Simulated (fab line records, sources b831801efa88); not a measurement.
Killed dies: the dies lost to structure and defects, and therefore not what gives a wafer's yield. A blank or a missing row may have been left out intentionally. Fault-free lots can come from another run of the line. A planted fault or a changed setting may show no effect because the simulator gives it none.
A struck lot beside a sound one || flow gf180mcu || 16 steps out of a route of 602
Sound: these wafers, L460.1, L460.4, L460.6. Wafers struck: L471.3, L471.5, L471.6. The cause is given at the end.
For every step that has rows: the tool of each side, followed by ch and its chambers, followed by its first start. Under that, the readings that differ: sound wafers || struck wafers || difference of the means || sigmas: that difference in standard deviations of wafers without a fault.
alike: a reading whose means differ by less than 2 such deviations, as well as words and numbers matching on both sides. not compared: withheld readings; readings where some wafer has no value; bounds like >300 that might hide an equal value; numbers whose values overlap and for which the record gives no deviation.
A row with sigmas, a row that says differs or no value, or rows on one side alone: a step with any of these is where the two part. Numbers that don't overlap but have no deviation are shown without sigmas and don't part them. A reading missing from all wafers of one side parts the sides only when that side holds two or more wafers.

first, 1 step without rows for these wafers: GF_DNWELL_IMPLANT_07.
GF_DNWELL_STRIP_08: strips in O2/N2.
  sound on plasma_asher-02 ch 0,1, day 4 19:53; struck on plasma_asher-01 ch 0,1, day 7 00:42
{"reading": "drypump_motor_current_A (A)", "sound": "6.0 6.0 5.9", "struck": "4.8 4.8 5.7", "difference": -0.9, "sigmas": -2}
  alike: heater_power_w, oes_product_au, strip_time_to_endpoint_s
  not compared: rf_hours_counter_h
GF_DNWELL_TW_MEAS_09:
  sound on film_metro-01 at day 4 19:59; struck on film_metro-01 at day 7 00:47
  alike: DNWELL_TW
then, 7 steps without rows for these wafers: GF_NWELL_DEHYDRATE_00 (time 60 s); GF_NWELL_HMDS_01 (prime time 60 s); GF_NWELL_COAT_02 (resist thk 3000 nm); GF_NWELL_SOFTBAKE_03; GF_NWELL_EXPOSE_04 (exposes mask Nwell, target cd 860 nm); GF_NWELL_PEB_05; GF_NWELL_DEVELOP_06 (develop time 60 s).
GF_NWELL_OVL_MEAS_07:
  sound on overlay-01 at day 5 10:19; struck on overlay-02 at day 7 16:31
{"reading": "NWELL_OVL (nm)", "sound": "-2.6 -1.4 -2.8", "struck": "2.2 1.7 1.0", "difference": "+3.9", "sigmas": "+3"}
then, 1 step without rows for these wafers: GF_NWELL_IMPLANT_08.
GF_NWELL_IMPLANT_09:
  sound on implanter-04 ch 0, day 5 10:29; struck on implanter-03 ch 0, day 7 16:44
{"reading": "dose_ions_cm2", "sound": "3.997e+12 3.996e+12 4.008e+12", "struck": "3.7052e+13 3.7058e+13 3.706e+13", "difference": "+3.3056e+13", "sigmas": "+99 or more"}
{"reading": "faraday_current_uA", "sound": "22.1 22.8 22.1", "struck": "206.8 209.7 211.8", "difference": "+187.1", "sigmas": "+99 or more"}
  alike: beam_on_s
GF_NWELL_STRIP_10: strips in O2/N2.
  sound on plasma_asher-04 ch 0, day 5 10:38; struck on plasma_asher-02 ch 0,1, day 7 16:53
  alike: drypump_motor_current_A, heater_power_w, oes_product_au, strip_time_to_endpoint_s
  not compared: rf_hours_counter_h
GF_NWELL_TW_MEAS_11:
  sound on film_metro-04 at day 5 10:44; struck on film_metro-03 at day 7 17:11
{"reading": "NWELL_TW", "sound": "1594 1583 1589", "struck": "2018 2024 2017", "difference": "+431", "sigmas": "+46"}
  not compared: hold
then, 1 step without rows for these wafers: GF_PASSIVATION_PROBE_99.

== WHERE THEY PART ==
Last at GF_NWELL_TW_MEAS_11 as far as this record goes, first at GF_DNWELL_STRIP_08.

WHY: what the simulator had put in
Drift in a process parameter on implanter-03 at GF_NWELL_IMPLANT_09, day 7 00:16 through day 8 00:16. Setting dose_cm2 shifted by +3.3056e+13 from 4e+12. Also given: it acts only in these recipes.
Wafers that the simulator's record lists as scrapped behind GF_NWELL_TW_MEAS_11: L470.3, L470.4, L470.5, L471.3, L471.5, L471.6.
